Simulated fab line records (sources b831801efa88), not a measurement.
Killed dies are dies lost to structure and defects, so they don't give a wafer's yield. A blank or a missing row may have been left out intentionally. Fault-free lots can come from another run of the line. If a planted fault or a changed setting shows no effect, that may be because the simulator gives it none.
Which tool did it? | flow sky130 | 33 wafers from 11 lots sampled at 4 of the route's 708 steps

== WHAT THE GAUGES READ, wafer by wafer ==
SKY_GATE_OXIDE_THK_MEAS_02. Usual: for GATE_OXIDE_OXIDATION_00_THK the level is 10.27 nm and the standard deviation is 0.19.
lot  | measured     | on            | GATE_OXIDE_OXIDATION_00_THK (nm) | flag
L196 | day 12 15:31 | film metro-03 | 10.05 9.98 10.15                 |
L197 | day 13 02:35 | film metro-04 | 10.25 10.14 10.33                |
L198 | day 13 11:29 | film metro-04 | 10.13 10.39 10.15                |
L203 | day 15 05:11 | film metro-03 | 10.20 10.21 10.25                |
L207 | day 17 01:02 | film metro-02 | 5.89 5.89 5.75                   | OFF
L208 | day 17 01:00 | film metro-04 | 5.56 5.52 5.40                   | OFF
L213 | day 18 13:17 | film metro-03 | 10.44 10.27 10.42                |
L214 | day 19 05:53 | film metro-03 | 10.48 10.54 10.39                |
L217 | day 20 11:16 | film metro-04 | 10.18 10.34 10.33                |
L218 | day 21 05:04 | film metro-03 | 10.37 10.33 10.32                |
L219 | day 21 05:37 | film metro-03 | 10.06 10.09 10.29                |

SKY_CONTACT_RS_MEAS_25: a four-point-probe measurement. Usual: for CONTACT_W_RS the level is 0.342 ohm/sq and the standard deviation is 0.0055.
lot  | measured     | on            | CONTACT_W_RS (ohm/sq) | flag
L196 | day 31 13:19 | film metro-01 | 0.341 0.338 0.333     |
L197 | day 31 19:36 | film metro-01 | 0.343 0.341 0.347     |
L198 | day 32 04:24 | film metro-03 | 0.340 0.343 0.340     |
L203 | day 34 05:22 | film metro-02 | 0.334 0.338 0.350     |
L207 | day 35 21:04 | film metro-03 | 0.341 0.345 0.342     |
L208 | day 35 14:47 | film metro-02 | 0.342 0.336 0.340     |
L213 | day 37 03:10 | film metro-01 | 0.352 0.344 0.343     |
L214 | day 37 14:52 | film metro-01 | 0.340 0.354 0.346     |
L217 | day 38 18:12 | film metro-01 | 0.346 0.331 0.347     |
L218 | day 39 10:10 | film metro-02 | 0.349 0.348 0.346     |
L219 | day 39 09:52 | film metro-03 | 0.340 0.351 0.348     |

SKY_VIA1_CD_MEAS_12: the cd target is 150 nm. Usual: cd nm 149.7 nm, standard deviation 2.
lot  | measured     | on        | cd nm (nm)        | flag
L196 | day 33 23:41 | cd sem-01 | 149.5 148.1 149.8 |
L197 | day 34 04:27 | cd sem-01 | 150.4 151.7 151.3 |
L198 | day 34 12:31 | cd sem-02 | 147.0 147.3 146.4 |
L203 | day 36 12:34 | cd sem-01 | 149.5 151.3 151.0 |
L207 | day 38 04:08 | cd sem-01 | 151.7 154.4 152.5 |
L208 | day 37 21:13 | cd sem-01 | 149.8 152.6 151.3 |
L213 | day 39 08:44 | cd sem-02 | 148.3 149.3 149.6 |
L214 | day 39 19:34 | cd sem-01 | 148.5 146.3 147.5 |
L217 | day 40 22:16 | cd sem-01 | 148.5 148.0 147.8 |
L218 | day 41 13:52 | cd sem-01 | 148.3 149.8 148.4 |
L219 | day 41 13:13 | cd sem-01 | 147.1 146.9 147.0 |

== WHICH TOOL RAN EACH LOT (tool, then ch and the chambers of the sampled wafers, then the start) ==
lot  | SKY_GATE_OXIDE_OXIDATION_01
L196 | furnace-02 ch 0, day 12 14:07
L197 | furnace-02 ch 0, day 13 01:10
L198 | furnace-01 ch 0, day 13 10:04
L203 | furnace-01 ch 0, day 15 03:46
L207 | furnace-02 ch 0, day 16 23:35
L208 | furnace-02 ch 0, day 16 23:35
L213 | furnace-01 ch 0, day 18 11:52
L214 | furnace-01 ch 0, day 19 04:28
L217 | furnace-02 ch 0, day 20 09:51
L218 | furnace-02 ch 0, day 21 03:39
L219 | furnace-01 ch 0, day 21 04:11
- SKY_GATE_OXIDE_OXIDATION_01: stabilise 600 s, purge 300 s, target thk 10.268 nm.

== AS READ BY THE TOOLS THEMSELVES (means over the sampled wafers that have a number; for cases with no such wafer, the mark the record gives instead) ==
SKY_GATE_OXIDE_OXIDATION_01. Usual: zone power upper pct 17.8 %, standard deviation 2.3.
lot  | tool       | zone power upper pct (%) | flag
L196 | furnace-02 | 19.5                     |
L197 | furnace-02 | 19.2                     |
L198 | furnace-01 | 14.1                     |
L203 | furnace-01 | 14.3                     |
L207 | furnace-02 | 19.1                     |
L208 | furnace-02 | 19.3                     |
L213 | furnace-01 | 14.3                     |
L214 | furnace-01 | 14.2                     |
L217 | furnace-02 | 19.3                     |
L218 | furnace-02 | 19.2                     |
L219 | furnace-01 | 14.3                     |

== THE ANSWER, worked out from the rows above alone ==
Rule: lot off if the mean of its wafers having a number is beyond 3 standard deviations from the usual mean. A lot without any number at a reading at which 4 lots or more have one is off too. Where the step has rows for the other lots, those lots are counted as sound. Order of review: gauges by route order, followed by the tools' own readings, for which a lot's mean as printed above is used. At the first step where some lot is off, the reading lying furthest off is the one used; lots without a number count as furthest.
Off: at SKY_GATE_OXIDE_THK_MEAS_02 (GATE_OXIDE_OXIDATION_00_THK), L207, L208.
A tool fits if, at a process step before that reading, it ran every lot that is off, and no sound lot after the first of them. Those tools and the gauges at SKY_GATE_OXIDE_THK_MEAS_02 are tried in the same way. Not one of the candidates tried fits.

== WHAT THE SIMULATOR PUT IN ==
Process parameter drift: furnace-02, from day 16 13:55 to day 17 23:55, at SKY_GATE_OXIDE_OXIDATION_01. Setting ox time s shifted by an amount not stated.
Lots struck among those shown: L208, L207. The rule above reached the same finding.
